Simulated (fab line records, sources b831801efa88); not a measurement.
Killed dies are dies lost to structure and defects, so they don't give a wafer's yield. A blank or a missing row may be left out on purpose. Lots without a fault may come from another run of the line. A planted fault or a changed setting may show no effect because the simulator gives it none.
Which tool did it? | flow sfq_line | 15 lots, 45 wafers sampled, at 1 step of a route of 325

WHAT THE GAUGES READ, wafer by wafer
SFQ_M0_RS_MEAS_904: measures by four-point-probe. Usual: M0_NB_RS 0.863 ohm/sq, standard deviation 0.0096.
lot  | measured     | on            | M0_NB_RS (ohm/sq) | flag
L467 | day 7 09:08  | film_metro-03 | 0.849 0.859 0.845 |
L468 | day 7 13:58  | film_metro-01 | 0.874 0.875 0.874 |
L469 | day 7 21:11  | film_metro-02 | 0.875 0.878 0.880 |
L470 | day 8 08:21  | film_metro-02 | 0.857 0.858 0.860 |
L471 | day 8 17:57  | film_metro-02 | 0.858 0.853 0.858 |
L472 | day 9 02:23  | film_metro-02 | 0.861 0.875 0.859 |
L473 | day 9 07:09  | film_metro-02 | 0.859 0.863 0.858 |
L481 | day 10 22:16 | film_metro-01 | 0.862 0.867 0.879 |
L482 | day 11 06:38 | film_metro-01 | 0.870 0.856 0.862 |
L483 | day 11 18:41 | film_metro-02 | 0.846 0.859 0.847 |
L485 | day 12 15:14 | film_metro-03 | 0.855 0.856 0.856 |
L487 | day 13 01:59 | film_metro-01 | 0.864 0.879 0.865 |
L488 | day 13 06:46 | film_metro-01 | 0.859 0.872 0.869 |
L489 | day 13 17:38 | film_metro-03 | 0.869 0.855 0.857 |
L490 | day 14 01:58 | film_metro-03 | 0.861 0.849 0.844 |

WHICH TOOL RAN EACH LOT (tool, then ch and the chambers of the sampled wafers, then the start)
The record holds no process step before these readings.

WHAT THE TOOLS THEMSELVES READ (means of the sampled wafers that have a number; where no wafer has one, the mark that the record gives instead)
The record holds no such reading with a usual standard deviation.

THE ANSWER, worked out from the rows above alone
Rule: a lot is off if the mean of its wafers that have a number lies more than 3 standard deviations from the usual mean. A lot without any number at a reading at which 4 lots or more have one is off too. The other lots that the step has rows for count as sound. The gauges are gone through in route order, then the tools' own readings, and for those a lot's mean is taken as printed above. The first step at which some lot is off is used, and at that step the reading that is off furthest; a lot without a number counts as furthest.
No lot is off at any reading shown: from this, nothing can be told.

WHAT THE SIMULATOR HAD PUT IN
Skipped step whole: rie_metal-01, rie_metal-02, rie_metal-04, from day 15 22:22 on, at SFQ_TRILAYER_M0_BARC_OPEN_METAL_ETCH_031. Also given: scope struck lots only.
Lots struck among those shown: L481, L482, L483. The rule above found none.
